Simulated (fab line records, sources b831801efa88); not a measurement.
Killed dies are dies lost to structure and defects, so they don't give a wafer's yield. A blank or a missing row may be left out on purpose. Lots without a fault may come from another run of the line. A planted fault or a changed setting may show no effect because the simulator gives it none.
Which tool did it? | flow gf180mcu | 6 lots, 18 wafers sampled, at 3 steps of a route of 602

WHAT THE GAUGES READ, wafer by wafer
GF_V5_THK_MEAS_03.
lot  | measured     | on            | V5_CVD_02_THK (nm)
L287 | day 26 14:26 | film_metro-04 | 1420 1420 1441
L291 | day 28 05:26 | film_metro-01 | 1432 1468 1435
L293 | day 28 18:08 | film_metro-04 | 1429 1440 1460
L295 | day 29 13:32 | film_metro-01 | 1447 1470 1463
L297 | day 30 03:35 | film_metro-03 | 1466 1492 1475
L301 | day 31 00:46 | film_metro-04 | 1448 1433 1458

WHICH TOOL RAN EACH LOT (tool, then ch and the chambers of the sampled wafers, then the start)
lot  | GF_HV_LDD_CVD_54            | GF_M5_ETCH_09
L287 | lpcvd-01 ch 1, day 12 16:32 | rie_diel-03 ch 0,2, day 26 13:32
L291 | lpcvd-02 ch 1, day 14 07:22 | rie_diel-03 ch 1,3, day 28 04:33
L293 | lpcvd-01 ch 1, day 14 18:02 | rie_diel-04 ch 1,2,3, day 28 17:13
L295 | lpcvd-01 ch 0, day 15 17:37 | rie_diel-03 ch 0,3, day 29 12:26
L297 | lpcvd-02 ch 1, day 16 10:59 | rie_diel-02 ch 0,1,2, day 30 02:40
L301 | lpcvd-02 ch 0, day 17 13:56 | rie_diel-03 ch 0,2, day 30 23:40
- GF_HV_LDD_CVD_54: deposits SiO2 from TEOS, target thk 10 nm, time 75 s.
- GF_M5_ETCH_09: etches Si3N4 in CF4/O2, target depth 52 nm, time 11.6 s.

THE ANSWER, worked out from the rows above alone
Rule: what is usual is taken from the lots themselves. Put in order of their means at a reading, lots are off if they are a third of the lots or fewer, leave a main group of 4 or more, and stand apart from it by a gap of 3 or more times the standard deviation of the main group's means; of several such gaps the widest counts. A main group whose means are all the same, to the digits that the tables above print for the reading, isn't used. A lot without any number at a reading at which 4 lots or more have one is off too. The other lots that the step has rows for count as sound.
No lot is off at any reading shown: from this, nothing can be told.

WHAT THE SIMULATOR HAD PUT IN
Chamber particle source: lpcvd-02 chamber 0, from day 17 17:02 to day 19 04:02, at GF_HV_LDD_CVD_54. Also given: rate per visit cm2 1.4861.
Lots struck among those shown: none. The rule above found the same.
